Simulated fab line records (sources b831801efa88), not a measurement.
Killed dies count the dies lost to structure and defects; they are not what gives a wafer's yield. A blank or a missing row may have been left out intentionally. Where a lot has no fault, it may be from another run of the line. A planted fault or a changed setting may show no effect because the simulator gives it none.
Matching of chambers	flow gf180mcu	GF_PASSIVATION_ETCH_11 on rie diel-01 has 4 sister chambers
The step etches the open film in CF4/O2, stops on TiN, target depth 2040 nm, time 453.3 s. 22 wafers are shown with their chamber, then 11 later ones without.

== WAFERS WITH THEIR CHAMBER ==
wafer	chamber	oes product au (a.u.)	throttle valve pct (%)
L075.1	0	0.983	5.966
L075.2	2	0.995	5.965
L075.3	3	0.990	5.969
L075.4	1	0.990	5.967
L075.5	3	0.990	5.966
L075.6	0	0.989	5.965
L079.2	2	0.975	5.983
L079.3	2	0.980	5.959
L079.4	2	0.980	5.966
L080.1	3	0.989	5.975
L080.2	2	0.982	5.985
L080.3	1	0.990	5.971
L080.4	0	0.983	5.961
L080.5	2	0.990	5.969
L080.6	3	0.987	5.969
L081.3	2	0.983	5.963
L081.4	0	0.987	5.964
L081.6	0	0.992	5.967
L082.2	0	0.995	5.957
L082.3	2	0.994	5.974
L082.4	1	0.992	5.957
L083.1	2	0.982	5.977

SIGNATURES, as means of the wafers listed above
reading	chamber 0	chamber 1	chamber 2	chamber 3	scatter within a chamber
oes product au	0.98817	0.99067	0.98456	0.98900	0.00528
throttle valve pct	5.96333	5.96500	5.97122	5.96975	0.00697
Rule: distance of a wafer from a chamber = root of the sum over the readings of ((wafer's reading minus chamber's mean) / reading's scatter) squared. The wafer belongs to the nearest chamber; if the next one is less than 2 further off, it can't be placed. The scatter: take each reading less its chamber's mean, square it, sum over the shown wafers, divide by the number of wafers less the number of chambers, and take the root.

== WAFERS WITH NO CHAMBER GIVEN ==
wafer	oes product au (a.u.)	throttle valve pct (%)
L083.2	0.991	5.967
L083.6	0.985	5.951
L088.3	0.984	5.961
L088.5	0.987	5.961
L088.6	0.987	5.953
L093.3	0.983	5.958
L093.4	0.985	5.963
L093.5	0.973	5.975
L094.3	0.984	5.960
L094.5	0.992	5.961
L094.6	0.991	5.976

== THE CHAMBER EACH PASSED THROUGH ==
wafer	from the rows above	in truth
L083.2	can't be placed: 1 or 3 or 0 or 2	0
L083.6	can't be placed: 0 or 1 or 3 or 2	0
L088.3	can't be placed: 0 or 1 or 2 or 3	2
L088.5	can't be placed: 0 or 1 or 3 or 2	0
L088.6	can't be placed: 0 or 1 or 3 or 2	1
L093.3	can't be placed: 0 or 1 or 2 or 3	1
L093.4	can't be placed: 0 or 1 or 2 or 3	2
L093.5	can't be placed: 2 or 3 or 0 or 1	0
L094.3	can't be placed: 0 or 1 or 2 or 3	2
L094.5	can't be placed: 1 or 0 or 3 or 2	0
L094.6	can't be placed: 3 or 2 or 1 or 0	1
0 of 11 placed correctly. Not placeable from these rows: 11 (in 11, the candidates include the true chamber). Number placed wrongly: 0.
